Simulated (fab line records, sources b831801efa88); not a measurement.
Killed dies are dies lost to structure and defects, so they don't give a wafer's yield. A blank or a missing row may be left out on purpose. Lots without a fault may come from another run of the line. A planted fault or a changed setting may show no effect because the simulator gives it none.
A struck lot beside a sound one | flow gf180mcu | 19 steps out of a route of 602
Sound: wafers L731.3, L731.5, L731.6. Struck: wafers L736.1, L736.3, L736.4. The cause comes at the end.
At each step with rows: each side's tool, then ch and its chambers, then its first start. Under that, the readings that differ: sound wafers | struck wafers | difference of the means | sigmas: that difference in standard deviations of wafers without a fault.
alike: readings whose means differ by less than 2 such deviations, and words and numbers that are the same on both sides. not compared: withheld readings, readings that some wafer has no value for, bounds like >300 that may hide the same value, and numbers for which the record gives no deviation and whose values overlap.
The two part at a step that has a row with sigmas, a row that says differs or no value, or rows on one side only. Numbers that don't overlap but have no deviation are shown without sigmas and don't part them. A reading that every wafer of one side lacks parts them only if that side has two wafers or more.

GF_V2_ETCH_17: etches SiO2 in C4F8/O2/Ar, stops on TiN, target depth 630 nm.
  sound on rie_diel-03 ch 0,3; struck on rie_diel-01 ch 1,2,3
  reading    | sound          | struck         | difference | sigmas
  bias_w (W) | 1196 1200 1192 | 1204 1204 1202 | +7         | +2
  alike: oes_product_au, rf_fwd_power_W
GF_V2_STRIP_18: strips in O2/N2.
  sound on plasma_asher-01 ch 0,1, day 24 02:30; struck on plasma_asher-04 ch 0,1, day 25 16:22
  alike: drypump_motor_current_A, heater_power_w, oes_product_au
  not compared: rf_hours_counter_h
then, 2 steps without rows for these wafers: GF_V2_STRIP_19 (strips in post etch residue remover, time 1200 s); GF_V2_CLEAN_20 (cleans in DIW).
GF_V2_SPUTTER_21: material Ti, target thk 15 nm, time 80.02 s.
  sound on pvd_sputter-01, day 24 03:03; struck on pvd_sputter-01, day 25 16:56
  alike: cathode_dc_power_W, chamber_pressure_pa, throttle_valve_pct
GF_V2_SPUTTER_22: material TiN, target thk 10 nm, time 40 s.
  sound on pvd_sputter-01, day 24 03:07; struck on pvd_sputter-01, day 25 16:59
  alike: cathode_dc_power_W, chamber_pressure_pa, throttle_valve_pct
then, 1 step without rows for these wafers: GF_V2_CVD_23 (deposits W, target thk 350 nm, time 104.94 s).
GF_V2_RS_MEAS_24: measures by four-point-probe.
  sound on film_metro-02, day 24 03:18; struck on film_metro-04, day 25 17:08
  alike: V2_W_RS
GF_V2_THK_MEAS_25: measures by xrf.
  sound on film_metro-02, day 24 03:24; struck on film_metro-04, day 25 17:16
  alike: V2_W_THK
then, 2 steps without rows for these wafers: GF_V2_CMP_26 (polishes, stops on SiO2, t overpolish 15 s, target thk 0 nm); GF_M3_SPUTTER_00 (material Ti, target thk 37.5 nm, time 150 s).
GF_M3_SPUTTER_01: material TiN, target thk 30 nm, time 25 s.
  sound on pvd_sputter-01, day 24 03:59; struck on pvd_sputter-02, day 25 17:43
  alike: cathode_dc_power_W, chamber_pressure_pa, throttle_valve_pct
GF_M3_SPUTTER_02: material AlCu, target thk 450 nm, time 23.9 s.
  sound on pvd_sputter-01, day 24 04:01; struck on pvd_sputter-02, day 25 17:45
  no value came back on the struck wafers for cathode_dc_power_W (W), chamber_pressure_pa (Pa), throttle_valve_pct (%); on the sound wafers cathode_dc_power_W (W) reads 10599 10604 10599
then, 2 steps without rows for these wafers: GF_M3_SPUTTER_03 (material Ti, target thk 10 nm, time 6.7 s); GF_M3_SPUTTER_04 (material TiN, target thk 50 nm, time 41.7 s).
GF_M3_RS_MEAS_05: measures by four-point-probe.
  sound on film_metro-03, day 24 04:08; struck on film_metro-03, day 25 17:50
  reading             | sound                | struck               | difference | sigmas
  M3_ALCU_RS (ohm/sq) | 0.0711 0.0699 0.0710 | 7.1810 7.1235 7.1809 | +7.0911    | +99 or more
GF_M3_THK_MEAS_06: measures by xrf.
  sound on film_metro-03, day 24 04:14; struck on film_metro-03, day 25 17:58
  reading          | sound       | struck   | difference | sigmas
  M3_ALCU_THK (nm) | 440 447 439 | <0 <0 <0 | differs    |
then, 1 step without rows for these wafers: GF_M3_DEHYDRATE_07 (time 60 s).
-- the record jumps here: 8 days lie between the struck wafers' starts before and after (it left off in module M3 and takes up again in module PASSIVATION, whose first step shown is number 602 of the route) --
GF_PASSIVATION_PROBE_99:
  the record has rows for the struck wafers here (prober-01, day 33 14:01) and none for the sound ones

WHERE THEY PART
First at GF_V2_ETCH_17; last, within this record, at GF_PASSIVATION_PROBE_99.

WHY: what the simulator had put in
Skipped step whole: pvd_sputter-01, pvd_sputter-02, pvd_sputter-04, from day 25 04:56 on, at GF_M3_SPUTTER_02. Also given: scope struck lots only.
